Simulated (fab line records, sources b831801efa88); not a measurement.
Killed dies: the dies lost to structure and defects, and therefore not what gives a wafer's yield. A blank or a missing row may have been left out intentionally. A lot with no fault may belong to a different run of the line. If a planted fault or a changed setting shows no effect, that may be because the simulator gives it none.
2 desks looking at one fault || flow gf180mcu || only its own numbers are on each desk; what lay behind them is given at the end

## AT THE METROLOGY DESK
What the gauges read for every lot (on any tool): the sampled wafers with a number, averaged. If a lot's mean is further than 4 standard deviations from the usual mean, the lot is out of limits and carries the mark OUT (the distance appears in the brackets).
Columns: A = NSD_RS at GF_PSD_RS_MEAS_14, usual 46.09 ohm/sq; B = PSD_RS at GF_PSD_RS_MEAS_15, usual 108.43 ohm/sq; C = V3_W_RS at GF_V3_RS_MEAS_24, usual 0.331 ohm/sq
{"lot": "L129", "first seen here": "day 15 01:07", "A": 45.99, "B": 107.98, "C": 0.331}
{"lot": "L130", "first seen here": "day 15 06:53", "A": 46.15, "B": 108.65, "C": 0.328}
{"lot": "L131", "first seen here": "day 15 13:11", "A": 46.02, "B": 108.09, "C": 0.333}
{"lot": "L132", "first seen here": "day 16 01:38", "A": 46.00, "B": 108.23, "C": 0.334}
{"lot": "L133", "first seen here": "day 16 10:12", "A": 46.13, "B": 108.49, "C": 0.327}
{"lot": "L134", "first seen here": "day 16 20:38", "A": 46.17, "B": 108.70, "C": 0.331}
{"lot": "L139", "first seen here": "day 18 12:08", "A": 46.02, "B": 108.26, "C": 0.332}
{"lot": "L142", "first seen here": "day 19 12:26", "A": 46.14, "B": 108.86, "C": 0.332}
{"lot": "L144", "first seen here": "day 20 07:38", "A": 46.08, "B": 108.49, "C": 0.332}
{"lot": "L146", "first seen here": "day 20 22:56", "A": 46.00, "B": 108.07, "C": 0.329}
{"lot": "L147", "first seen here": "day 21 09:20", "A": "44.06 (-25) OUT", "B": "103.82 (-17) OUT", "C": 0.332}
{"lot": "L148", "first seen here": "day 21 17:14", "A": "43.95 (-27) OUT", "B": "103.96 (-17) OUT", "C": 0.328}
{"lot": "L150", "first seen here": "day 22 04:17", "A": 46.12, "B": 108.47, "C": 0.329}
Finding of this desk: L147, L148 out of limits, first seen on L147 at day 21 09:20 (NSD_RS at GF_PSD_RS_MEAS_14). L129, L130, L131, L132, L133, L134, L139, L142, L144, L146, L150 stayed within limits.

## TOOL OWNER'S DESK, rtpAnneal-01
At GF_PSD_RTA_13 (time 20 s), the tool's own readings, given per lot that ran on this tool as the mean of the sampled wafers with a number. If a lot's mean is further than 4 standard deviations from the usual mean, the lot is out of limits and carries the mark OUT (the distance appears in the brackets).
Columns: A = lampPowerPct at GF_PSD_RTA_13, usual 29.2 %; B = runLengthS at GF_PSD_RTA_13, usual 48.26 s; C = wafer_temp_C_max at GF_PSD_RTA_13, usual 1028.7
{"lot": "L131", "first seen here": "day 15 13:06", "A": 30.3, "B": 48.04, "C": 1027.5}
{"lot": "L132", "first seen here": "day 16 01:32", "A": 30.2, "B": 48.23, "C": 1027.3}
{"lot": "L134", "first seen here": "day 16 20:32", "A": 30.3, "B": 48.19, "C": 1028.2}
{"lot": "L142", "first seen here": "day 19 12:21", "A": 30.3, "B": 48.12, "C": 1027.0}
{"lot": "L144", "first seen here": "day 20 07:33", "A": 30.3, "B": 48.07, "C": 1027.6}
{"lot": "L146", "first seen here": "day 20 22:50", "A": 30.3, "B": 48.21, "C": 1027.5}
{"lot": "L147", "first seen here": "day 21 09:15", "A": 30.3, "B": "57.71 (+50) OUT", "C": 1027.7}
{"lot": "L148", "first seen here": "day 21 17:09", "A": 30.3, "B": "57.86 (+51) OUT", "C": 1028.0}
This desk's finding: out of limits on L147, L148; first on L147, day 21 09:15 (runLengthS at GF_PSD_RTA_13). L131, L132, L134, L142, L144, L146 stayed within limits.

## PUT TOGETHER
On L147, L148, at day 21 09:15, an alarm was possible from the tool owner's desk.
An alarm was possible from the metrology desk at day 21 09:20, on L147, L148.
Of the lots named, all ran GF_PSD_RTA_13 on rtpAnneal-01.

## WHAT THE SIMULATOR HAD INSERTED
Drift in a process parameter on rtpAnneal-01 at GF_PSD_RTA_13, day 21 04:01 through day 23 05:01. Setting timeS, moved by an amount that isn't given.
Lots struck among those shown: L147, L148.
Delay (hours) between the fault's onset and each desk's first out-of-limits reading: 5 at the tool owner's desk, 5 at the metrology desk.
